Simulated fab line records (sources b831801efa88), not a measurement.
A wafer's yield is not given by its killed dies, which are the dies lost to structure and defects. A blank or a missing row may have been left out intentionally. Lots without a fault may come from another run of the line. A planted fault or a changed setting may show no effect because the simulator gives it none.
Problem report, 8D (eight disciplines) form, completed by code | flow sky130 | the parts of the form that need people (team, actions taken, sign-off) are left out

## 1. WHAT WENT WRONG
Wafers without a fault read 14.18 s, standard deviation 0.049; strip_time_to_endpoint_s at SKY_GATE_OXIDE_STRIP_13 reads a mean of 7.23 s on 3 wafers belonging to 3 lots. That is -99 or more standard deviations from the usual mean.
The step: strips in O2/N2.
Earliest sighting: wafer L222.5 on plasma_asher-03 at day 16 14:45. The record has a number at this step for 37 wafers belonging to 13 lots. Rule for "out", or "out of limits": more than 4 standard deviations from the usual mean. The other wafers with a number count as sound.

## 2. WHAT THIS IS AND IS NOT
question                    | is                                       | is not
which readings at this step | strip_time_to_endpoint_s, oes_product_au | chamber_pressure_mTorr, drypump_motor_current_A
which lots                  | L222, L225, L226                         | L215, L218, L219, L231, L233, L234, L235, L236, L237, L238
which wafers of those lots  | L222.5, L225.5, L226.5                   | L222.2, L225.1, L226.1, L226.6
read on which tools         | plasma_asher-01, plasma_asher-03         | plasma_asher-02
when                        | from day 16 14:45                        | up to then (10 sound wafers); but 24 sound wafers of L225, L226, L231, L233, L234, L235, L236, L237, L238 came after

## 3. SUSPECTS, AND WHAT RULES EACH OUT
Counting: if a tool at a process step up to the reading ran every lot that is out, it stays a suspect. Sound lots after the first of them don't rule it out here, since some wafers of a struck lot are sound.
- litho_track-01 at SKY_GATE_OXIDE_COAT_05 (resist thk 1140 nm): kept. Every lot that is out went through it, the first being L222 (day 16 00:08); the last sound lot it ran before that was L219 (day 14 13:50).
Remaining after the count: litho_track-01 at SKY_GATE_OXIDE_COAT_05.

## 4. THE CAUSE (what the simulator had put in)
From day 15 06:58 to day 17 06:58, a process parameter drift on litho_track-01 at SKY_GATE_OXIDE_COAT_05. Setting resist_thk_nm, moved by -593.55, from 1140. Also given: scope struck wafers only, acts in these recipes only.
This tool alone remained once counting was done.

## 5. SEQUENCE OF EFFECTS, ordered by route
Rows list readings where the struck wafers' mean (over those with a number) sits beyond 3 standard deviations from the usual. Readings are gone through only where the record gives a usual standard deviation; hours: the median, over the lots, of the time from a lot's start at the first step in this table giving one to that lot's start at this step; sigmas: the change measured in usual standard deviations.
hours | step                    | reading                  | usual      | on struck wafers | change | sigmas
0     | SKY_GATE_OXIDE_STRIP_13 | oes_product_au           | 0.716 a.u. | 0.539            | -0.177 | -39
0     | SKY_GATE_OXIDE_STRIP_13 | strip_time_to_endpoint_s | 14.18 s    | 7.23             | -6.95  | -99 or more
It contains these process steps:
- SKY_GATE_OXIDE_STRIP_13: strips in O2/N2.
At these later measuring or inspecting steps, every struck wafer for which the step has a row has a number for every such reading, and none has moved that far: SKY_RES_PROTECT_TW_MEAS_08, SKY_POLY_GATE_CD_MEAS_13.

## 6. HOW IT WOULD HAVE BEEN CAUGHT EARLIER
In this record no reading fell out of limits until day 16 14:45, 32 hours after the fault had begun at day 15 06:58.
L225, L226, from the lots that are out (3), started SKY_GATE_OXIDE_COAT_05 on litho_track-01 later than day 16 14:45. A hold on the tool at that time would have spared those 2.
